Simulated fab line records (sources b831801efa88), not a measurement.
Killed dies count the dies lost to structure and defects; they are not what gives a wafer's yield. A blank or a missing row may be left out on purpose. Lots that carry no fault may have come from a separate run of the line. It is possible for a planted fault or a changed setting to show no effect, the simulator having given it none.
Chamber matching || flow sky130 || 4 sister chambers for SKY_VIA4_CMP_21 on cmp-01
The step polishes, stops on SiO2, t overpolish 25 s, target thk 0 nm. 14 wafers are shown with their chamber, then 7 later ones without.

## WAFERS PAIRED WITH THEIR CHAMBERS
{"wafer": "L592.1", "chamber": 1, "motor current A (A)": 9.0, "time to endpoint s (s)": 118, "overpolish run s (s)": 25.002}
{"wafer": "L592.3", "chamber": 2, "motor current A (A)": 9.3, "time to endpoint s (s)": 119, "overpolish run s (s)": 25.006}
{"wafer": "L592.6", "chamber": 0, "motor current A (A)": 11.1, "time to endpoint s (s)": 113, "overpolish run s (s)": 24.995}
{"wafer": "L594.1", "chamber": 3, "motor current A (A)": 10.6, "time to endpoint s (s)": 119, "overpolish run s (s)": 24.997}
{"wafer": "L594.3", "chamber": 1, "motor current A (A)": 8.7, "time to endpoint s (s)": 118, "overpolish run s (s)": 24.991}
{"wafer": "L594.4", "chamber": 0, "motor current A (A)": 11.3, "time to endpoint s (s)": 118, "overpolish run s (s)": 25.002}
{"wafer": "L601.3", "chamber": 3, "motor current A (A)": 9.9, "time to endpoint s (s)": 117, "overpolish run s (s)": 24.983}
{"wafer": "L601.4", "chamber": 1, "motor current A (A)": 8.5, "time to endpoint s (s)": 119, "overpolish run s (s)": 24.997}
{"wafer": "L601.5", "chamber": 1, "motor current A (A)": 9.4, "time to endpoint s (s)": 120, "overpolish run s (s)": 25.004}
{"wafer": "L605.1", "chamber": 3, "motor current A (A)": 10.8, "time to endpoint s (s)": 115, "overpolish run s (s)": 25.007}
{"wafer": "L605.3", "chamber": 1, "motor current A (A)": 8.4, "time to endpoint s (s)": 124, "overpolish run s (s)": 25.016}
{"wafer": "L605.6", "chamber": 3, "motor current A (A)": 10.4, "time to endpoint s (s)": 121, "overpolish run s (s)": 25.000}
{"wafer": "L613.2", "chamber": 2, "motor current A (A)": 9.5, "time to endpoint s (s)": 123, "overpolish run s (s)": 24.989}
{"wafer": "L613.4", "chamber": 0, "motor current A (A)": 11.1, "time to endpoint s (s)": 122, "overpolish run s (s)": 24.993}

SIGNATURES, as means of the wafers listed above
{"reading": "motor current A", "chamber 0": 11.167, "chamber 1": 8.800, "chamber 2": 9.400, "chamber 3": 10.425, "scatter within a chamber": 0.34}
{"reading": "time to endpoint s", "chamber 0": 117.67, "chamber 1": 119.80, "chamber 2": 121.00, "chamber 3": 118.00, "scatter within a chamber": 3.06}
{"reading": "overpolish run s", "chamber 0": 24.99667, "chamber 1": 25.00200, "chamber 2": 24.99750, "chamber 3": 24.99675, "scatter within a chamber": 0.00916}
Rule: a wafer lies at a distance from a chamber equal to the root of the sum of squares, over the readings, of (its reading less the chamber's mean, divided by the reading's scatter). If the next closest chamber is less than 2 further off than the closest, the wafer can't be placed; otherwise it belongs to the closest. The scatter: the root of (the sum of the squares of (reading less its chamber's mean) over the shown wafers, divided by (wafers less chambers)).

## WAFERS WITH NO CHAMBER GIVEN
{"wafer": "L613.5", "motor current A (A)": 9.6, "time to endpoint s (s)": 121, "overpolish run s (s)": 24.994}
{"wafer": "L612.1", "motor current A (A)": 9.1, "time to endpoint s (s)": 127, "overpolish run s (s)": 25.006}
{"wafer": "L612.4", "motor current A (A)": 11.1, "time to endpoint s (s)": 118, "overpolish run s (s)": 24.998}
{"wafer": "L612.5", "motor current A (A)": 11.2, "time to endpoint s (s)": 116, "overpolish run s (s)": 24.999}
{"wafer": "L615.3", "motor current A (A)": 11.6, "time to endpoint s (s)": 120, "overpolish run s (s)": 24.982}
{"wafer": "L615.4", "motor current A (A)": 10.7, "time to endpoint s (s)": 123, "overpolish run s (s)": 24.997}
{"wafer": "L615.6", "motor current A (A)": 10.7, "time to endpoint s (s)": 120, "overpolish run s (s)": 24.992}

## EACH ONE'S CHAMBER
{"wafer": "L613.5", "from the rows above": "can't be placed: 2 or 1 or 3", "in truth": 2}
{"wafer": "L612.1", "from the rows above": "can't be placed: 2 or 1", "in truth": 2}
{"wafer": "L612.4", "from the rows above": "can't be placed: 0 or 3", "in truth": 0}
{"wafer": "L612.5", "from the rows above": "can't be placed: 0 or 3", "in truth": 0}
{"wafer": "L615.3", "from the rows above": "can't be placed: 0 or 3", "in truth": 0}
{"wafer": "L615.4", "from the rows above": "can't be placed: 3 or 0", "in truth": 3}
{"wafer": "L615.6", "from the rows above": "can't be placed: 3 or 0", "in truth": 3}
Correctly placed: 0 of 7. From these rows, 7 cannot be placed; in 7 the true chamber is one of the candidates. Wrongly placed: 0.
